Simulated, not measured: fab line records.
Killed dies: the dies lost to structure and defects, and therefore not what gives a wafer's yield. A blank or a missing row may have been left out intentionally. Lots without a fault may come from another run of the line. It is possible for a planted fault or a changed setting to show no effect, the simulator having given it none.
Split-lot study || flow sfq_line || 4 lots, 9 wafers read, on a route of 325 steps

ON THE SPLIT
At SFQ_TRILAYER_I0_VIA_LITHO_COAT_036 (resist thk 62 nm), the setting spin_rpm was moved away from the recipe's 3000 rpm on 3 of the 9 wafers read, by +2.3% to +4.3%. This setting was run at the recipe's value on the other wafers.

FROM THE SPLIT TO THE READING: what the file shows between them, 3 steps
- SFQ_TRILAYER_I0_VIA_LITHO_COAT_031: resist thk 650 nm
- SFQ_TRILAYER_I0_VIA_LITHO_SOFTBAKE_035
- SFQ_TRILAYER_I0_VIA_LITHO_DEVELOP_033: time 60 s

THE READING
etch.depth_nm (the simulator's own value, which no gauge read), in nm, at SFQ_TRILAYER_I0_VIA_BARC_OPEN_VIA_ETCH_046 (etches BARC in O2, target depth 125 nm, time 41.7 s). No usual value for it is given in the file. Average 61.79 nm, standard deviation 0.2 nm, over the 6 wafers here run with the recipe.

{"wafer": "L074.1", "tool, chamber at the split": "litho_track-01, 0", "spin_rpm as run, rpm": 3000, "against the recipe": "recipe", "etch.depth_nm, nm": 61.86, "against lot-mates on the recipe": "-"}
{"wafer": "L074.4", "tool, chamber at the split": "litho_track-01, 0", "spin_rpm as run, rpm": 3000, "against the recipe": "recipe", "etch.depth_nm, nm": 62.06, "against lot-mates on the recipe": "-"}
{"wafer": "L074.6", "tool, chamber at the split": "litho_track-01, 0", "spin_rpm as run, rpm": 3000, "against the recipe": "recipe", "etch.depth_nm, nm": 61.88, "against lot-mates on the recipe": "-"}
{"wafer": "L077.1", "tool, chamber at the split": "litho_track-04, 0", "spin_rpm as run, rpm": 3130, "against the recipe": "+4.3%", "etch.depth_nm, nm": 60.62, "against lot-mates on the recipe": "no lot-mate on the recipe"}
{"wafer": "L080.1", "tool, chamber at the split": "litho_track-04, 0", "spin_rpm as run, rpm": 3000, "against the recipe": "recipe", "etch.depth_nm, nm": 61.39, "against lot-mates on the recipe": "-"}
{"wafer": "L080.5", "tool, chamber at the split": "litho_track-04, 0", "spin_rpm as run, rpm": 3106, "against the recipe": "+3.5%", "etch.depth_nm, nm": 60.51, "against lot-mates on the recipe": -1.05}
{"wafer": "L080.6", "tool, chamber at the split": "litho_track-04, 0", "spin_rpm as run, rpm": 3000, "against the recipe": "recipe", "etch.depth_nm, nm": 61.73, "against lot-mates on the recipe": "-"}
{"wafer": "L081.4", "tool, chamber at the split": "litho_track-04, 0", "spin_rpm as run, rpm": 3000, "against the recipe": "recipe", "etch.depth_nm, nm": 61.84, "against lot-mates on the recipe": "-"}
{"wafer": "L081.6", "tool, chamber at the split": "litho_track-04, 0", "spin_rpm as run, rpm": 3069, "against the recipe": "+2.3%", "etch.depth_nm, nm": 61.33, "against lot-mates on the recipe": -0.51}

THE FIT
A straight line over all 9 wafers: etch.depth_nm changes by -0.295 nm for each +1% of spin_rpm; r = -0.93; the points scatter about the line by 0.23 nm.
The same after taking each lot's own level away (the mean of its wafers on the recipe; 8 wafers): -0.277 nm for each +1%; r = -0.95; scatter 0.13 nm.
According to that fit, moving spin_rpm by its largest amount changes the reading by 1.2 nm.
From 61.560 to 61.933 nm: that is the span of the lots' own levels, equal to 1.8 times the standard deviation above.
So the lot-to-lot level changes the slope little: the two slopes agree.
Check: with one of the wafers moved furthest among these (+3.5%) left out of the fit, the line predicts -0.783 nm for it against its lot-mates. It came out at -1.05 nm against them.

THE OTHER SPLITS THESE WAFERS WENT THROUGH
Before the reading, these wafers also passed through other splits. Each is held against what the fit with the lots' levels taken away leaves over:
{"other split on the same wafers": "SFQ_TRILAYER_L0_VIA_LITHO_COAT_018 resist_thk_nm", "wafers away from the commonest value": 2, "r with etch.depth_nm (lot level and that fit taken away)": -0.40}
{"other split on the same wafers": "SFQ_TRILAYER_I0_CMP_CMP_028 leave_above_ref_nm", "wafers away from the commonest value": 3, "r with etch.depth_nm (lot level and that fit taken away)": -0.21}

THE WHOLE CHAIN: every reading that the file lists as answering this split, in the file's order
{"step": "SFQ_TRILAYER_I0_VIA_LITHO_COAT_036", "what it does": "resist thk 62 nm", "reading": "BARC_of_TRILAYER_I0_VIA_LITHO_COAT_036.thk_nm (the simulator's own value, which no gauge read)", "change (the file's fit)": "-0.304 nm for each +1% of the setting", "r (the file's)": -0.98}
{"step": "SFQ_TRILAYER_I0_VIA_BARC_OPEN_VIA_ETCH_046", "what it does": "etches BARC in O2, target depth 125 nm, time 41.7 s", "reading": "etch.depth_nm (the simulator's own value, which no gauge read)", "change (the file's fit)": "-0.279 nm for each +1% of the setting", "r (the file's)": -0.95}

THE FILE'S OWN FIT
etch.depth_nm changes by -0.279 nm for each +1% of spin_rpm, r = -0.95.
